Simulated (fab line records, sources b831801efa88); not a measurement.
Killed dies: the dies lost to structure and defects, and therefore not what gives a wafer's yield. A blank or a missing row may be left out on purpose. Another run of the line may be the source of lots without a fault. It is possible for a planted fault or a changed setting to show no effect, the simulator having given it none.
Matching of chambers    flow sky130    SKY_POLY_GATE_ETCH_17 on rie-si-01: 4 sister chambers
The step etches poly-Si in HBr/Cl2, stops on SiO2, target depth 180 nm, time 70.5 s. 16 wafers are shown with their chamber, then 8 later ones without.

EACH WAFER AND ITS CHAMBER
wafer   chamber  oes-product-au (a.u.)  throttle-valve-pct (%)
L587.2  1        0.990                  33.693
L587.3  3        0.996                  33.682
L587.4  2        0.986                  33.683
L589.1  0        0.990                  33.690
L589.4  1        0.988                  33.668
L589.5  0        0.985                  33.677
L592.1  0        0.979                  33.676
L592.2  3        0.978                  33.686
L592.6  0        0.986                  33.686
L593.3  1        0.986                  33.666
L593.5  0        0.995                  33.692
L593.6  1        0.986                  33.688
L594.2  2        0.996                  33.692
L594.5  2        0.994                  33.676
L594.6  1        0.985                  33.676
L595.1  1        0.992                  33.697

SIGNATURES (averages over the wafers above)
reading             chamber 0  chamber 1  chamber 2  chamber 3  scatter within a chamber
oes-product-au      0.98700    0.98783    0.99200    0.98700    0.00575
throttle-valve-pct  33.68420   33.68133   33.68367   33.68400   0.0101
Rule: a wafer's distance from a chamber is the root of the sum, over the readings, of the square of ((its reading less the chamber's mean) divided by the reading's scatter). If the next closest chamber is less than 2 further off than the closest, the wafer can't be placed; otherwise it belongs to the closest. How the scatter is found: for the shown wafers, subtract from each reading the mean of its chamber, square and add these, divide the total by (wafers less chambers), then take the root.

WAFERS WITHOUT THEIR CHAMBER
wafer   oes-product-au (a.u.)  throttle-valve-pct (%)
L595.2  0.986                  33.690
L595.3  0.990                  33.686
L599.1  0.994                  33.666
L599.3  0.988                  33.679
L599.6  0.982                  33.681
L603.4  1.015                  33.676
L603.5  1.012                  33.692
L603.6  1.004                  33.689

CHAMBER TAKEN BY EACH
wafer   from the rows above                in truth
L595.2  can't be placed: 0 or 3 or 1 or 2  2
L595.3  can't be placed: 2 or 0 or 3 or 1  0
L599.1  can't be placed: 2 or 1 or 3 or 0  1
L599.3  can't be placed: 1 or 3 or 0 or 2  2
L599.6  can't be placed: 3 or 0 or 1 or 2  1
L603.4  can't be placed: 2 or 1 or 3 or 0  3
L603.5  can't be placed: 2 or 1 or 0 or 3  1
L603.6  can't be placed: 2 or 1 or 0 or 3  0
Correct placement for 0 of the 8. Unplaceable from these rows: 8, with the true chamber sitting among the candidates in 8. 0 placed wrongly.
